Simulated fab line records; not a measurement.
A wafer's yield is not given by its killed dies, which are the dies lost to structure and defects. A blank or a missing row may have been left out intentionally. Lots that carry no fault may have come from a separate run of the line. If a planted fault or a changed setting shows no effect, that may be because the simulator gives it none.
Which tool was responsible?	flow sky130	7 lots, 21 wafers sampled, at 3 steps of a route of 708

== WHAT THE GAUGES READ, wafer by wafer ==
SKY_SD_N_RS_MEAS_17: uses a four-point probe to measure.
lot	measured	on	SD_P_RS (ohm/sq)
L884	day 29 07:01	film_metro-03	147.5 146.9 147.5
L888	day 30 05:07	film_metro-03	147.2 147.1 147.5
L890	day 30 22:32	film_metro-03	147.4 148.0 148.0
L893	day 31 12:53	film_metro-04	146.9 146.8 146.9
L903	day 34 20:25	film_metro-04	146.7 146.9 146.6
L905	day 35 16:56	film_metro-03	147.2 147.4 147.1
L907	day 36 00:43	film_metro-02	147.6 146.5 146.8

== WHAT TOOL EACH LOT RAN ON (gives the tool, then ch and the chambers of the sampled wafers, and finally the start) ==
lot	SKY_LDD_HVN_DEVELOP_06	SKY_POLY_CUT_ETCH_10
L884	litho_track-01 ch 0, day 21 13:33	rie_diel-02 ch 0,1,3, day 25 13:40
L888	litho_track-03 ch 0, day 22 15:31	rie_diel-01 ch 0,1,3, day 26 12:39
L890	litho_track-04 ch 0, day 23 10:03	rie_diel-01 ch 0,3, day 27 08:17
L893	litho_track-04 ch 0, day 24 03:32	rie_diel-04 ch 0,2, day 27 22:46
L903	litho_track-01, day 27 14:22	rie_diel-04 ch 1,2,3, day 31 08:15
L905	litho_track-01 ch 0, day 28 16:09	rie_diel-04 ch 0,1,2, day 32 06:41
L907	litho_track-01 ch 0, day 28 22:01	rie_diel-02 ch 0,1,2, day 32 14:17
- SKY_LDD_HVN_DEVELOP_06: develop time 60 s.
- SKY_POLY_CUT_ETCH_10: etches BARC in N2/H2, stops on SiO2, time 45.9 s, target depth 60 nm.

== THE ANSWER, worked out from the rows above alone ==
Rule: what is usual is taken from the lots themselves. Put in order of their means at a reading, lots are off if they are a third of the lots or fewer, leave a main group of 4 or more, and stand apart from it by a gap of 3 or more times the standard deviation of the main group's means; of several such gaps the widest counts. A main group is skipped when, at the precision printed for the reading in the tables above, its means are all equal. Also off: a lot with no number at a reading for which 4 or more lots have one. The other lots that the step has rows for count as sound.
No lot is off on any of the readings shown, so nothing can be concluded from this.

== WHAT THE SIMULATOR PUT IN ==
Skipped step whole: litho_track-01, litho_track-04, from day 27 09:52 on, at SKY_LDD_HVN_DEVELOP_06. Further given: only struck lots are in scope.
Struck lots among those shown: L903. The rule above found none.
